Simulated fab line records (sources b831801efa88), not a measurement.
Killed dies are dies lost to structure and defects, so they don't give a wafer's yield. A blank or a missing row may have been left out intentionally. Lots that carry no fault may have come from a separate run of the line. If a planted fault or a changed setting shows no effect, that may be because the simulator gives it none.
fab line records -- flow sfq-line
record lots=14, wafers=42, last-day=86
route steps=325 shown A5B@209
lots that met no fault: taken from a fault-free run of the same line
start-h: the number of hours between the record's first day and the start of the first shown wafer of the lot -- wait-h: hours from the lot's prior step to this one -- " identical to the entry in the row above -- L1.1+2: several wafers, shown together as one row -- - no value, or no start given -- * or withheld: withheld -- < > ~ a bound
route shown NAME@n: names a module that has steps shown in the file, with the first one's number in the route -- usual: mean/standard deviation of fault-free wafers -- same: alike in all rows -- chamber/n: place in a boat -- sites: readings site by site -- _std_site: the standard deviation of these -- _edge_site: outer sites' mean less inner sites' -- radius-mm: how far each site lies from the wafer's centre -- mask NAME#n: copy n -- behind: the last tool/chamber to shape the wafer -- hold: why the lot went on hold/how many hours it stayed there/how the hold came to an end -- device: which transistor (n, p or np) failed to switch -- end of line: the route-end tests of the same wafers -- a step without rows: its recipe alone -- killed: the dies lost at the first sort to structure and to defects; this is not the yield of the wafer -- map: a wafer's dies, x killed, . not, _ none there
set.NAME: the run value of the setting; set.NAME@STEP: its run value at that earlier step -- model.NAME: the simulator's own value behind a step, which no gauge read
route steps across a sampled set of lots; one table per step, one row per wafer
services: the hour from which a tool's chamber was out of use, counted from the record's first day as start-h (under 0 if before that day), plus the number of hours and why
## steps
# step SFQ_TRILAYER_A5B_DEP_PECVD_129
# recipe material=SiO2, temp-c=150, time-s=133.33, pressure-torr=2.4, rf-w=183.3, precursor=SiH4/N2O, target-thk-nm=600
# usual heater-power-w=93/21, run-length-s=161.3/0.59, throttle-valve-pct=24.6/1.5
lot.wafer,tool,chamber,start-h,wait-h,heater-power-w,run-length-s,throttle-valve-pct
L841.1,pecvd-03,2,1297.98,0.0,121,161.6,24.0
L841.3,pecvd-03,1,1297.98,0.0,81,160.5,27.7
L841.6,pecvd-03,1,1297.98,0.0,81,160.5,27.7
L843.1,pecvd-01,2,1371.43,0.0,72,161.6,27.2
L843.2,pecvd-01,1,1371.43,0.0,90,161.8,24.1
L843.5,pecvd-01,2,1371.43,0.0,75,160.8,27.6
L845.3,pecvd-03,2,1384.26,0.0,110,162.2,22.0
L845.4,pecvd-03,2,1384.26,0.0,118,161.4,21.9
L845.6,pecvd-03,0,1384.26,0.0,96,160.0,23.6
L846.1,pecvd-01,0,1389.05,0.0,94,161.5,24.7
L846.2,pecvd-01,2,1389.05,0.0,73,161.1,27.6
L846.3,pecvd-01,1,1389.05,0.0,88,162.1,23.9
L847.2,pecvd-01,0,1440.90,0.0,96,161.5,24.9
L847.4,pecvd-01,1,1440.90,0.0,87,161.5,24.2
L847.6,pecvd-01,2,1440.90,0.0,76,160.9,27.3
L848.2,pecvd-04,2,1443.30,0.0,146,161.0,24.1
L848.3,pecvd-04,0,1443.30,0.0,86,161.3,24.3
L848.6,pecvd-04,0,1443.30,0.0,93,161.6,24.4
L849.1,pecvd-01,0,1445.70,0.0,90,162.4,25.0
L849.3,pecvd-01,1,1445.70,0.0,86,161.7,24.0
L849.6,pecvd-01,1,1445.70,0.0,87,162.2,24.1
L850.3,pecvd-03,2,1446.90,0.0,108,161.7,22.1
L850.4,pecvd-03,1,1446.90,0.0,73,160.7,24.8
L850.6,pecvd-03,2,1446.90,0.0,110,162.1,22.6
L851.2,pecvd-04,0,1450.64,0.0,105,161.2,24.2
L851.3,pecvd-04,2,1450.64,0.0,147,161.0,24.0
L851.6,pecvd-04,1,1450.64,0.0,91,161.2,24.0
L853.1,pecvd-03,2,1454.22,0.0,124,161.8,22.2
L853.3,pecvd-03,1,1454.22,0.0,73,160.8,24.9
L853.4,pecvd-03,0,1454.22,0.0,88,159.9,23.5
L855.1,pecvd-03,2,1460.22,0.0,118,161.5,22.2
L855.3,pecvd-03,1,1460.22,0.0,66,161.4,24.6
L855.5,pecvd-03,2,1460.22,0.0,119,172.4,22.3
L859.3,pecvd-01,1,1469.82,0.0,82,162.2,23.8
L859.4,pecvd-01,1,1469.82,0.0,88,162.4,24.1
L859.6,pecvd-01,0,1469.82,0.0,80,161.7,25.1
L860.1,pecvd-03,0,1472.22,0.0,97,160.6,23.4
L860.4,pecvd-03,0,1472.22,0.0,82,160.0,23.4
L860.5,pecvd-03,1,1472.22,0.0,71,171.0,24.9
L861.1,pecvd-01,2,1473.42,0.0,64,161.0,27.6
L861.3,pecvd-01,1,1473.42,0.0,80,161.5,23.9
L861.6,pecvd-01,1,1473.42,0.0,88,161.7,24.2
## services
tool,chamber,start-h,hours,kind
pecvd-04,-,1276.61,2.8,pm
pecvd-03,-,1316.75,14.0,pm
pecvd-03,0,1316.75,14.0,vent-cycle
pecvd-03,1,1316.75,14.0,vent-cycle
pecvd-03,2,1316.75,14.0,vent-cycle
pecvd-03,0,1330.75,-,clean
pecvd-03,1,1330.75,-,clean
pecvd-03,2,1330.75,-,clean
## key
first-sign step=SFQ_TRILAYER_A5B_DEP_PECVD_129, reading=run-length-s, direction=up, sigmas=18, usual=*, struck=*
effect none on later readings
met-at SFQ_TRILAYER_A5B_DEP_PECVD_129
struck-lots L855,L860
struck-wafers L855.5,L860.5
onset-between 1454.22 1460.22
fault kind=process-parameter-drift, tool=pecvd-03, chamber=-, onset-h=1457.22, steps=SFQ_TRILAYER_A5B_DEP_PECVD_129, channel=time-s, offset=*, shape=step, end-h=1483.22, scope=struck-wafers-only, acts-in=*, stated=*
